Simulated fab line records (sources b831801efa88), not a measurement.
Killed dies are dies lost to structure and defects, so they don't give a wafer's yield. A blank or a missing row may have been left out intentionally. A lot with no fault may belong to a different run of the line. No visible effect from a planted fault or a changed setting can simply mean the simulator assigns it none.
Which tool is to blame? | flow sky130 | 24 lots, 72 wafers sampled, at 6 steps of a route of 708

## WHAT THE GAUGES READ, wafer by wafer
SKY_VIA3_RS_MEAS_22: measures by four-point-probe. Usual: VIA3_W_RS typically reads 0.293 ohm/sq, with standard deviation 0.0033.
lot  | measured     | on            | VIA3_W_RS (ohm/sq) | flag
L074 | day 39 11:21 | film-metro-04 | 0.293 0.295 0.295  |
L075 | day 39 09:25 | film-metro-04 | 0.295 0.293 0.297  |
L076 | day 41 00:35 | film-metro-04 | 0.290 0.290 0.295  |
L077 | day 41 03:05 | film-metro-04 | 0.291 0.289 0.293  |
L078 | day 44 01:53 | film-metro-04 | 0.290 0.297 0.295  |
L079 | day 44 03:41 | film-metro-02 | 0.295 0.287 0.288  |
L080 | day 44 03:19 | film-metro-03 | 0.288 0.294 0.291  |
L083 | day 44 04:12 | film-metro-03 | 0.289 0.290 0.290  |
L085 | day 44 05:22 | film-metro-04 | 0.296 0.287 0.294  |
L081 | day 44 05:16 | film-metro-02 | 0.293 0.293 0.292  |
L082 | day 44 05:59 | film-metro-02 | 0.292 0.291 0.287  |
L084 | day 44 05:33 | film-metro-02 | 0.300 0.297 0.293  |
L086 | day 44 06:50 | film-metro-02 | 0.294 0.295 0.287  |
L088 | day 44 08:46 | film-metro-04 | 0.294 0.289 0.291  |
L087 | day 44 10:41 | film-metro-03 | 0.293 0.295 0.287  |
L089 | day 44 12:17 | film-metro-02 | 0.299 0.291 0.293  |
L090 | day 44 11:38 | film-metro-02 | 0.299 0.295 0.292  |
L091 | day 44 11:58 | film-metro-03 | 0.290 0.296 0.295  |
L092 | day 44 13:49 | film-metro-04 | 0.296 0.291 0.295  |
L093 | day 44 20:13 | film-metro-02 | 0.293 0.293 0.289  |
L094 | day 44 21:47 | film-metro-04 | 0.296 0.289 0.296  |
L095 | day 44 23:32 | film-metro-02 | 0.295 0.300 0.291  |
L096 | day 45 06:40 | film-metro-02 | 0.296 0.295 0.296  |
L097 | day 45 21:26 | film-metro-02 | 0.297 0.291 0.288  |

SKY_PAD_OPEN_BOW_MEAS_13. Usual: PAD_OPEN_BOW typically reads 48 um, with standard deviation 9.3.
lot  | measured     | on            | PAD_OPEN_BOW (um) | flag
L074 | day 45 11:38 | film-metro-01 | 49 49 63          |
L075 | day 45 08:06 | film-metro-02 | 32 40 29          |
L076 | day 46 18:47 | film-metro-02 | 55 57 52          |
L077 | day 46 22:08 | film-metro-04 | 32 43 29          |
L078 | day 49 13:05 | film-metro-04 | 52 44 61          |
L079 | day 49 14:35 | film-metro-04 | 34 55 50          |
L080 | day 49 13:46 | film-metro-02 | 51 45 38          |
L083 | day 49 15:15 | film-metro-02 | 55 46 46          |
L085 | day 49 16:47 | film-metro-04 | 60 63 61          |
L081 | day 49 16:05 | film-metro-04 | 49 69 69          |
L082 | day 49 17:35 | film-metro-02 | 48 57 47          |
L084 | day 49 16:06 | film-metro-02 | 51 53 45          |
L086 | day 49 18:15 | film-metro-01 | 39 14 43          |
L088 | day 49 19:07 | film-metro-04 | 41 39 40          |
L087 | day 49 20:50 | film-metro-01 | 44 42 46          |
L089 | day 49 23:47 | film-metro-01 | 57 56 49          |
L090 | day 49 20:27 | film-metro-04 | 48 50 43          |
L091 | day 49 23:27 | film-metro-04 | 42 34 48          |
L092 | day 50 00:57 | film-metro-04 | 49 51 46          |
L093 | day 50 04:20 | film-metro-02 | 51 51 42          |
L094 | day 50 05:42 | film-metro-01 | 45 45 55          |
L095 | day 50 07:07 | film-metro-04 | 47 50 52          |
L096 | day 50 12:55 | film-metro-02 | 49 39 43          |
L097 | day 50 23:11 | film-metro-04 | 48 41 55          |

## TOOL THAT RAN EACH LOT (tool first, then ch and the chambers of the sampled wafers, then the start)
lot  | SKY_SPACER_ETCHBACK_02             | SKY_METAL1_DESCUM_17              | SKY_CAPM_STRIP_14                    | SKY_VIA3_CVD_21
L074 | rie-diel-02 ch 0,2,3, day 22 20:25 | rie-metal-04 ch 0,1, day 32 15:06 | plasma-asher-04 ch 0,1, day 37 06:15 | cvd-w-02 ch 0,1, day 39 11:14
L075 | rie-diel-01 ch 1,2,3, day 22 20:25 | rie-metal-03 ch 0,1, day 32 14:45 | plasma-asher-02 ch 0,1, day 37 05:42 | cvd-w-01 ch 0,1, day 39 09:17
L076 | rie-diel-01 ch 0,1,2, day 24 17:10 | rie-metal-04 ch 1, day 34 09:06   | plasma-asher-02 ch 1, day 38 21:04   | cvd-w-01 ch 0,1, day 41 00:28
L077 | rie-diel-03 ch 0,1,2, day 24 18:22 | rie-metal-03 ch 1, day 34 09:27   | plasma-asher-01 ch 0,1, day 38 22:03 | cvd-w-01 ch 0,1, day 41 02:58
L078 | rie-diel-02 ch 0,1,2, day 28 08:25 | rie-metal-04 ch 0, day 37 14:55   | plasma-asher-02 ch 0,1, day 42 00:40 | cvd-w-02 ch 0,1, day 44 01:46
L079 | rie-diel-01 ch 0,2,3, day 28 09:37 | rie-metal-03 ch 0, day 37 16:04   | plasma-asher-04 ch 0,1, day 42 02:43 | cvd-w-02 ch 0,1, day 44 03:34
L080 | rie-diel-03 ch 0,2, day 28 11:52   | rie-metal-01 ch 0,1, day 37 17:01 | plasma-asher-02 ch 0,1, day 42 01:48 | cvd-w-02 ch 0,1, day 44 03:10
L083 | rie-diel-01 ch 1,2, day 28 11:52   | rie-metal-04 ch 0, day 37 17:51   | plasma-asher-01 ch 0, day 42 03:00   | cvd-w-02 ch 0, day 44 04:05
L085 | rie-diel-02 ch 2,3, day 28 11:52   | rie-metal-03 ch 0, day 37 18:13   | plasma-asher-01 ch 0,1, day 42 03:56 | cvd-w-02 ch 0,1, day 44 05:15
L081 | rie-diel-02 ch 1,2,3, day 28 11:56 | rie-metal-04 ch 0, day 37 19:33   | plasma-asher-04 ch 0,1, day 42 03:55 | cvd-w-02 ch 0,1, day 44 05:05
L082 | rie-diel-03 ch 2,3, day 28 13:05   | rie-metal-01 ch 0,1, day 37 20:22 | plasma-asher-04 ch 0,1, day 42 04:49 | cvd-w-02 ch 0,1, day 44 05:52
L084 | rie-diel-01 ch 0,1,2, day 28 13:05 | rie-metal-03 ch 0, day 37 19:55   | plasma-asher-01 ch 0,1, day 42 04:12 | cvd-w-02 ch 0,1, day 44 05:25
L086 | rie-diel-02 ch 0,2,3, day 28 15:38 | rie-metal-04 ch 0, day 37 22:52   | plasma-asher-01 ch 0,1, day 42 06:21 | cvd-w-02 ch 0,1, day 44 06:42
L088 | rie-diel-01 ch 0,1,2, day 28 20:07 | rie-metal-01 ch 0,1, day 38 01:43 | plasma-asher-02 ch 0,1, day 42 08:42 | cvd-w-02 ch 0,1, day 44 08:39
L087 | rie-diel-03 ch 1,2,3, day 28 21:56 | rie-metal-03 ch 0, day 38 02:52   | plasma-asher-01 ch 0,1, day 42 08:58 | cvd-w-02 ch 0,1, day 44 10:34
L089 | rie-diel-01 ch 1,3, day 28 21:56   | rie-metal-01 ch 0,1, day 38 03:34 | plasma-asher-01 ch 0,1, day 42 10:16 | cvd-w-02 ch 0,1, day 44 12:10
L090 | rie-diel-02 ch 0,1,2, day 28 21:57 | rie-metal-03 ch 0, day 38 05:04   | plasma-asher-04 ch 0,1, day 42 10:34 | cvd-w-02 ch 0,1, day 44 11:30
L091 | rie-diel-01 ch 0,1,3, day 28 23:08 | rie-metal-04 ch 0,1, day 38 05:25 | plasma-asher-01 ch 0,1, day 42 11:10 | cvd-w-02 ch 0,1, day 44 11:51
L092 | rie-diel-01 ch 1,2,3, day 29 02:34 | rie-metal-01 ch 0,1, day 38 06:46 | plasma-asher-01 ch 0,1, day 42 12:25 | cvd-w-02 ch 0,1, day 44 13:42
L093 | rie-diel-02 ch 0,1,2, day 29 10:28 | rie-metal-04 ch 0,1, day 38 15:18 | plasma-asher-02 ch 0,1, day 42 19:46 | cvd-w-02 ch 0,1, day 44 20:04
L094 | rie-diel-03 ch 1,2,3, day 29 13:11 | rie-metal-03 ch 0, day 38 17:06   | plasma-asher-02 ch 0,1, day 42 22:03 | cvd-w-02 ch 0,1, day 44 21:39
L095 | rie-diel-03 ch 1,2,3, day 29 17:19 | rie-metal-04 ch 0,1, day 38 20:28 | plasma-asher-02 ch 0,1, day 43 00:57 | cvd-w-02 ch 0,1, day 44 23:24
L096 | rie-diel-02 ch 0,1,2, day 30 02:55 | rie-metal-03 ch 1, day 39 03:25   | plasma-asher-02 ch 0, day 43 07:22   | cvd-w-02 ch 1, day 45 06:26
L097 | rie-diel-03 ch 0,1, day 30 16:10   | rie-metal-04 ch 0,1, day 39 21:31 | plasma-asher-02 ch 0,1, day 44 00:00 | cvd-w-02 ch 0,1, day 45 21:19
- SKY_SPACER_ETCHBACK_02: etches Si3N4 in CH3F/O2, stops on SiO2, time 46.7 s, target depth 45 nm.
- SKY_METAL1_DESCUM_17: chemistry O2, time 8 s.
- SKY_CAPM_STRIP_14: strips in O2/N2.
- SKY_VIA3_CVD_21: deposits W, target thk 390 nm, time 117.31 s.

## WHAT THE TOOLS THEMSELVES READ (means of the sampled wafers that have a number; where no wafer has one, the mark that the record gives instead)
SKY_SPACER_ETCHBACK_02. Usual: drypump-motor-current-A 5.8 A, standard deviation 0.4; oes-product-au 0.856 a.u., standard deviation 0.0063; throttle-valve-pct 10.563 %, standard deviation 0.0083.
lot  | tool        | drypump-motor-current-A (A) | oes-product-au (a.u.) | throttle-valve-pct (%) | flag
L074 | rie-diel-02 | 5.8                         | 0.856                 | 10.562                 |
L075 | rie-diel-01 | 6.1                         | 0.851                 | 10.556                 |
L076 | rie-diel-01 | 5.8                         | 0.853                 | 10.556                 |
L077 | rie-diel-03 | 5.7                         | 0.861                 | 10.566                 |
L078 | rie-diel-02 | 6.0                         | 0.853                 | 10.559                 |
L079 | rie-diel-01 | 5.7                         | 0.861                 | 10.570                 |
L080 | rie-diel-03 | 5.8                         | 0.851                 | 10.565                 |
L083 | rie-diel-01 | 6.0                         | 0.856                 | 10.563                 |
L085 | rie-diel-02 | 5.6                         | 0.864                 | 10.561                 |
L081 | rie-diel-02 | 5.7                         | 0.861                 | 10.564                 |
L082 | rie-diel-03 | 5.6                         | 0.858                 | 10.562                 |
L084 | rie-diel-01 | 5.8                         | 0.857                 | 10.566                 |
L086 | rie-diel-02 | 5.8                         | 0.859                 | 10.557                 |
L088 | rie-diel-01 | 5.8                         | 0.851                 | 10.556                 |
L087 | rie-diel-03 | 5.5                         | 0.860                 | 10.566                 |
L089 | rie-diel-01 | 6.3                         | 0.862                 | 10.563                 |
L090 | rie-diel-02 | 5.9                         | 0.854                 | 10.561                 |
L091 | rie-diel-01 | 5.9                         | 0.847                 | 10.564                 |
L092 | rie-diel-01 | 6.1                         | 0.846                 | 10.558                 |
L093 | rie-diel-02 | 6.0                         | 0.853                 | 10.564                 |
L094 | rie-diel-03 | 5.5                         | 0.856                 | 10.571                 |
L095 | rie-diel-03 | 5.5                         | 0.852                 | 10.571                 |
L096 | rie-diel-02 | 6.0                         | 0.855                 | 10.559                 |
L097 | rie-diel-03 | 5.6                         | 0.851                 | 10.566                 |

SKY_METAL1_DESCUM_17. Usual: drypump-motor-current-A 5.8 A, standard deviation 0.42; oes-product-au 0.996 a.u., standard deviation 0.0095; temp-c 40.01 C, standard deviation 0.13.
lot  | tool         | drypump-motor-current-A (A) | oes-product-au (a.u.) | temp-c (C) | flag
L074 | rie-metal-04 | 5.6                         | 1.004                 | 40.08      |
L075 | rie-metal-03 | 5.9                         | 0.979                 | 40.09      |
L076 | rie-metal-04 | 5.2                         | 1.005                 | 40.13      |
L077 | rie-metal-03 | 5.6                         | 0.990                 | 40.12      |
L078 | rie-metal-04 | 5.8                         | 0.999                 | 39.89      |
L079 | rie-metal-03 | 6.2                         | 0.995                 | 40.16      |
L080 | rie-metal-01 | 5.5                         | 0.990                 | 40.01      |
L083 | rie-metal-04 | 5.8                         | 1.002                 | 40.12      |
L085 | rie-metal-03 | 6.3                         | 0.998                 | 40.07      |
L081 | rie-metal-04 | 5.8                         | 1.000                 | 40.01      |
L082 | rie-metal-01 | 5.4                         | 0.993                 | 39.97      |
L084 | rie-metal-03 | 6.3                         | 0.986                 | 40.00      |
L086 | rie-metal-04 | 5.8                         | 1.000                 | 39.87      |
L088 | rie-metal-01 | 5.4                         | 0.993                 | 40.07      |
L087 | rie-metal-03 | 6.2                         | 0.986                 | 40.06      |
L089 | rie-metal-01 | 5.8                         | 0.996                 | 40.02      |
L090 | rie-metal-03 | 6.3                         | 0.992                 | 39.82      |
L091 | rie-metal-04 | 5.4                         | 0.992                 | 40.04      |
L092 | rie-metal-01 | 5.4                         | 0.992                 | 39.87      |
L093 | rie-metal-04 | 5.6                         | 1.001                 | 40.16      |
L094 | rie-metal-03 | 6.3                         | 1.000                 | 39.90      |
L095 | rie-metal-04 | 5.6                         | 1.002                 | 39.98      |
L096 | rie-metal-03 | 5.6                         | 0.990                 | 40.02      |
L097 | rie-metal-04 | 5.6                         | 1.002                 | 39.99      |

SKY_CAPM_STRIP_14. Usual: drypump-motor-current-A 5.8 A, standard deviation 0.6; oes-product-au 0.711 a.u., standard deviation 0.0047; strip-time-to-endpoint-s 12.66 s, standard deviation 0.06.
lot  | tool            | drypump-motor-current-A (A) | oes-product-au (a.u.) | strip-time-to-endpoint-s (s) | flag
L074 | plasma-asher-04 | 5.6                         | 0.714                 | 12.59                        |
L075 | plasma-asher-02 | 6.3                         | 0.706                 | 12.63                        |
L076 | plasma-asher-02 | 5.3                         | 0.709                 | 12.62                        |
L077 | plasma-asher-01 | 5.5                         | 0.711                 | 12.65                        |
L078 | plasma-asher-02 | 5.8                         | 0.714                 | 12.68                        |
L079 | plasma-asher-04 | 5.7                         | 0.714                 | 12.69                        |
L080 | plasma-asher-02 | 6.2                         | 0.712                 | 12.69                        |
L083 | plasma-asher-01 | 5.3                         | 0.707                 | 12.56                        |
L085 | plasma-asher-01 | 5.5                         | 0.710                 | 12.62                        |
L081 | plasma-asher-04 | 5.6                         | 0.709                 | 12.70                        |
L082 | plasma-asher-04 | 6.1                         | 0.711                 | 12.69                        |
L084 | plasma-asher-01 | 5.4                         | 0.709                 | 12.62                        |
L086 | plasma-asher-01 | 5.5                         | 0.711                 | 12.65                        |
L088 | plasma-asher-02 | 5.8                         | 0.707                 | 12.75                        |
L087 | plasma-asher-01 | 5.4                         | 0.705                 | 12.69                        |
L089 | plasma-asher-01 | 5.5                         | 0.711                 | 12.56                        |
L090 | plasma-asher-04 | 5.7                         | 0.716                 | 12.69                        |
L091 | plasma-asher-01 | 5.4                         | 0.711                 | 12.70                        |
L092 | plasma-asher-01 | 5.4                         | 0.713                 | 12.59                        |
L093 | plasma-asher-02 | 5.8                         | 0.709                 | 12.71                        |
L094 | plasma-asher-02 | 6.2                         | 0.708                 | 12.64                        |
L095 | plasma-asher-02 | 6.3                         | 0.710                 | 12.65                        |
L096 | plasma-asher-02 | 6.7                         | 0.713                 | 12.71                        |
L097 | plasma-asher-02 | 6.3                         | 0.711                 | 12.62                        |

SKY_VIA3_CVD_21. Usual: heater-power-w 792 W, standard deviation 60.
lot  | tool     | heater-power-w (W) | flag
L074 | cvd-w-02 | 775                |
L075 | cvd-w-01 | 731                |
L076 | cvd-w-01 | 705                |
L077 | cvd-w-01 | 705                |
L078 | cvd-w-02 | 815                |
L079 | cvd-w-02 | 770                |
L080 | cvd-w-02 | 784                |
L083 | cvd-w-02 | 749                |
L085 | cvd-w-02 | 817                |
L081 | cvd-w-02 | 823                |
L082 | cvd-w-02 | 789                |
L084 | cvd-w-02 | 826                |
L086 | cvd-w-02 | 803                |
L088 | cvd-w-02 | 778                |
L087 | cvd-w-02 | 822                |
L089 | cvd-w-02 | 776                |
L090 | cvd-w-02 | 807                |
L091 | cvd-w-02 | 829                |
L092 | cvd-w-02 | 820                |
L093 | cvd-w-02 | 824                |
L094 | cvd-w-02 | 811                |
L095 | cvd-w-02 | 792                |
L096 | cvd-w-02 | 855                |
L097 | cvd-w-02 | 785                |

## THE ANSWER, worked out from the rows above alone
Rule: lot off if the mean of its wafers having a number is beyond 3 standard deviations from the usual mean. A lot without any number at a reading at which 4 lots or more have one is off too. Any other lot the step has rows for is counted as sound. Order of review: gauges by route order, followed by the tools' own readings, for which a lot's mean as printed above is used. At the first step where some lot is off, the reading lying furthest off is the one used; lots without a number count as furthest.
Across all readings shown, no lot is off: no conclusion can be drawn from this.

## WHAT HAD BEEN PUT IN BY THE SIMULATOR
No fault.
